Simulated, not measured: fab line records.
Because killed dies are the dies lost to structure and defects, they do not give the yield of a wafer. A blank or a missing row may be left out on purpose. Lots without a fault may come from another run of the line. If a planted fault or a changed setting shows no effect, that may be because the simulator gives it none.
A struck lot beside a sound one + flow sky130 + 17 steps out of a route of 708
Sound: the wafers L416.2, L416.3, L416.5. The struck wafers were L417.1, L417.2, L417.5. The cause is given at the end.
Each step with rows lists, per side, the tool, then ch with its chambers, then its first start. Under that, the readings that differ: sound wafers + struck wafers + difference of the means + sigmas: that difference in standard deviations of wafers without a fault.
alike: readings whose means differ by less than 2 such deviations, and words and numbers that are the same on both sides. not compared: withheld readings, readings that some wafer has no value for, bounds like >300 that may hide the same value, and numbers for which the record gives no deviation and whose values overlap.
Wherever a step has rows on one side only, a row that says differs or no value, or a row with sigmas, the two part there. When numbers do not overlap yet have no deviation, they are printed without sigmas and do not part them. A reading missing from all wafers of one side parts the sides only when that side holds two or more wafers.

first, 1 step without rows for these wafers: SKY_LDD_N_IMPLANT_15.
SKY_LDD_N_STRIP_16: strips in O2/N2.
  sound on plasma-asher-01 ch 0,1, day 21 03:03; struck on plasma-asher-02 ch 0,1, day 21 11:12
  alike: drypump-motor-current-A, oes-product-au, strip-time-to-endpoint-s
  not compared: rf-hours-counter-h
SKY_LDD_N_TW_MEAS_17:
  sound: film-metro-01 at day 21 03:10; struck: film-metro-04 at day 21 11:18
  alike: LDD_N_TW
then, 7 steps without rows for these wafers: SKY_LDD_P_DEHYDRATE_00 (time 60 s); SKY_LDD_P_HMDS_01 (prime time 60 s); SKY_LDD_P_COAT_02 (resist thk 1140 nm); SKY_LDD_P_SOFTBAKE_03 (time 60 s); SKY_LDD_P_EXPOSE_04 (exposes mask PSDM, target cd 380 nm); SKY_LDD_P_PEB_05; SKY_LDD_P_DEVELOP_06 (develop time 60 s).
SKY_LDD_P_CD_MEAS_07: the cd target is 380 nm.
  sound: cd-sem-02 at day 22 09:30; struck: cd-sem-02 at day 22 17:05
  alike: cd-nm
SKY_LDD_P_OVL_MEAS_08:
  sound: overlay-01 at day 22 09:37; struck: overlay-01 at day 22 17:12
  alike: LDD_P_OVL
SKY_LDD_P_IMPLANT_09:
  sound on implanter-02 ch 0, day 22 09:40; struck on implanter-02 ch 0, day 22 17:14
| reading            | sound                           | struck                       | difference | sigmas      |
|--------------------|---------------------------------|------------------------------|------------|-------------|
| dose-ions-cm2      | 1.0011e+13 9.993e+12 1.0016e+13 | 3.47e+12 3.488e+12 3.457e+12 | -6.54e+12  | -99 or more |
| faraday-current-uA | 58.0 54.8 56.5                  | 19.1 19.3 20.3               | -36.9      | -34         |
  alike: end-station-pressure-torr
SKY_LDD_P_STRIP_10: strips in O2/N2.
  sound on plasma-asher-02 ch 0,1, day 22 09:47; struck on plasma-asher-02 ch 0,1, day 22 17:23
  alike: drypump-motor-current-A, oes-product-au, strip-time-to-endpoint-s
  not compared: rf-hours-counter-h
SKY_LDD_P_TW_MEAS_11:
  sound: film-metro-01 at day 22 09:54; struck: film-metro-01 at day 22 17:29
| reading  | sound       | struck      | difference | sigmas |
|----------|-------------|-------------|------------|--------|
| LDD_P_TW | 636 642 636 | 461 463 460 | -177       | -57    |
then, 1 step without rows for these wafers: SKY_LDD_HVN_DEHYDRATE_00 (time 60 s).
-- here the record skips 26 days between the struck wafers' starts before and after, leaving off in module LDD_HVN and picking up in module PAD_OPEN (first step shown: number 708 of the route) --
SKY_PAD_OPEN_PROBE_99:
  sound: prober-02 at day 48 05:40; struck: prober-01 at day 48 12:35
| reading                                 | sound             | struck                        | difference | sigmas |
|-----------------------------------------|-------------------|-------------------------------|------------|--------|
| model.etest.tip-p.rs-ohm-sq             | 6870 6866 6886    | 1.781e+04 1.781e+04 1.769e+04 | +1.090e+04 |        |
| model.etest.tip-p.rs-ohm-sq-range       | 149.9 260.4 220   | 1028 858.9 599.1              | +619       |        |
| model.etest.pfet_01v8.r-on-ohm-um       | 2986 2955 2982    | 3177 3200 3194                | +216       |        |
| model.etest.pfet_01v8.drive-ua-um       | 187.6 186.1 185.5 | 168.8 169.9 169.1             | -17.1      |        |
| model.etest.pfet_01v8_hvt.drive-ua-um   | 139.6 138.4 136.8 | 125.1 124.5 125.2             | -13.3      |        |
| model.etest.sram-pfet-latch.drive-ua-um | 138.2 139.1 145.3 | 123.8 118.2 125.1             | -18.5      |        |
| model.etest.pfet_01v8_mvt.drive-ua-um   | 146.8 148.2 146.2 | 139 138.2 138.4               | -9         |        |
  alike: killed_at_M0_to_M3, killed_at_M4_up, killed-at-contacts, killed-at-front-end, killed-at-other, killed-dies, killed-open, killed-short
  not compared: model.etest.tip-p.rs-ohm-sq-rim-less-centre

## WHERE THEY PART
Earliest at SKY_LDD_P_IMPLANT_09; latest, in this record, at SKY_LDD_P_TW_MEAS_11. Later steps at which nothing parts them and some readings are alike: SKY_PAD_OPEN_PROBE_99.

WHY: what had been put in by the simulator
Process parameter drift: implanter-02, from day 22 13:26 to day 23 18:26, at SKY_LDD_P_IMPLANT_09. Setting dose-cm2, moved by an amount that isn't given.
